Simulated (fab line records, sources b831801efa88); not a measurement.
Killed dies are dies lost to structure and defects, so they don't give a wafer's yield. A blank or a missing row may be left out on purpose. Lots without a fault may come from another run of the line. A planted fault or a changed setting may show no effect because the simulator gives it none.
Which tool did it? | flow gf180mcu | 6 lots, 18 wafers sampled, at 4 steps of a route of 602

WHAT THE GAUGES READ, wafer by wafer
GF_HV_LDD_TW_MEAS_38.
lot  | measured     | on            | HV_LDD_3_TW
L645 | day 13 13:05 | film_metro-02 | 1428 1425 1434
L649 | day 14 15:58 | film_metro-02 | 1428 1422 1426
L652 | day 15 18:29 | film_metro-01 | 1419 1425 1431
L656 | day 17 01:56 | film_metro-04 | 1485 1482 1482
L660 | day 18 13:28 | film_metro-01 | 1468 1458 1462
L662 | day 18 20:28 | film_metro-01 | 1415 1417 1416

WHICH TOOL RAN EACH LOT (tool, then ch and the chambers of the sampled wafers, then the start)
lot  | GF_POLY_GATE_STRIP_14                | GF_HV_LDD_IMPLANT_36            | GF_HV_LDD_STRIP_37
L645 | plasma_asher-03 ch 1, day 11 01:38   | implanter-01 ch 0, day 13 12:50 | plasma_asher-02 ch 0,1, day 13 12:59
L649 | plasma_asher-04 ch 0,1, day 12 01:13 | implanter-01 ch 0, day 14 15:43 | plasma_asher-03 ch 0,1, day 14 15:52
L652 | plasma_asher-01 ch 0,1, day 13 01:46 | implanter-02 ch 0, day 15 18:14 | plasma_asher-03 ch 0,1, day 15 18:23
L656 | plasma_asher-01 ch 0,1, day 14 04:38 | implanter-01 ch 0, day 17 01:43 | plasma_asher-04 ch 0,1, day 17 01:51
L660 | plasma_asher-03 ch 0,1, day 15 14:14 | implanter-01 ch 0, day 18 13:16 | plasma_asher-04 ch 0,1, day 18 13:22
L662 | plasma_asher-04 ch 0,1, day 15 21:17 | implanter-04 ch 0, day 18 20:14 | plasma_asher-02 ch 0,1, day 18 20:22
- GF_POLY_GATE_STRIP_14: strips in O2/N2.
- GF_HV_LDD_IMPLANT_36
- GF_HV_LDD_STRIP_37: strips in O2/N2.

THE ANSWER, worked out from the rows above alone
Rule: what is usual is taken from the lots themselves. Put in order of their means at a reading, lots are off if they are a third of the lots or fewer, leave a main group of 4 or more, and stand apart from it by a gap of 3 or more times the standard deviation of the main group's means; of several such gaps the widest counts. A main group whose means are all the same, to the digits that the tables above print for the reading, isn't used. A lot without any number at a reading at which 4 lots or more have one is off too. The other lots that the step has rows for count as sound.
Off: L656, L660, at GF_HV_LDD_TW_MEAS_38 (HV_LDD_3_TW). The main group: mean 1424, standard deviation 4.8.
A tool fits if, at a process step before that reading, it ran every lot that is off, and no sound lot after the first of them. The gauges at GF_HV_LDD_TW_MEAS_38 are tried like those tools. Can't be told from this: 2 tools fit, implanter-01 at GF_HV_LDD_IMPLANT_36, plasma_asher-04 at GF_HV_LDD_STRIP_37.

WHAT THE SIMULATOR HAD PUT IN
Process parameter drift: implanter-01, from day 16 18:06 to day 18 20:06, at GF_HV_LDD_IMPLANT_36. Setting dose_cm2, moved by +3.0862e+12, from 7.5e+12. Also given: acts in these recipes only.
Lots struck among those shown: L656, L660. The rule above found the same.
